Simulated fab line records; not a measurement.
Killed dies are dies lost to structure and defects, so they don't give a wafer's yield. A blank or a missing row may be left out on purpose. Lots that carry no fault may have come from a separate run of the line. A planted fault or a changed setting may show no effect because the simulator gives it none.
Matching of chambers    flow sky130    4 sister chambers for SKY_VIA3_CMP_24 on cmp-01
The step polishes, stops on SiO2, t overpolish 20 s, target thk 0 nm. 4 wafers are shown with their chamber, then 11 later ones without.

## EACH WAFER AND ITS CHAMBER
wafer   chamber  motorCurrentA (A)
L085.4  2        11.2
L086.2  1        11.6
L086.4  0        11.1
L089.1  3        11.4

## WAFERS MISSING THEIR CHAMBER
wafer   motorCurrentA (A)
L089.2  11.6
L089.4  12.1
L090.2  10.7
L090.5  10.9
L090.6  10.9
L095.3  11.2
L095.4  11.6
L095.5  11.4
L096.4  11.7
L096.5  11.9
L096.6  11.0

## EACH ONE'S CHAMBER
wafer   from the rows above                in truth
L089.2  can't be placed: 1 or 3 or 2       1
L089.4  can't be placed: 1 or 3 or 2       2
L090.2  can't be placed: 0 or 2 or 3       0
L090.5  can't be placed: 0 or 2 or 3       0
L090.6  can't be placed: 0 or 2 or 3       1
L095.3  can't be placed: 2 or 0 or 3 or 1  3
L095.4  can't be placed: 1 or 3 or 2       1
L095.5  can't be placed: 3 or 1 or 2 or 0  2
L096.4  can't be placed: 1 or 3 or 2       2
L096.5  can't be placed: 1 or 3 or 2       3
L096.6  can't be placed: 0 or 2 or 3       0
Correct placement for 0 of the 11. Cannot be placed on the basis of these rows: 11; the candidates contain the true chamber in 10. 0 placed wrongly.
How it was worked out, from the rows above alone: a wafer's distance from a chamber is the root of the sum, over the readings, of the square of ((its reading less the chamber's mean) divided by the reading's scatter). If the next closest chamber is less than 2 further off than the closest, the wafer can't be placed; otherwise it belongs to the closest. For every chamber, the mean is computed from those of its wafers that are shown. The scatter: with one shown wafer a chamber, the root of the mean of the squares of how far each hidden wafer lies from its nearest shown one.
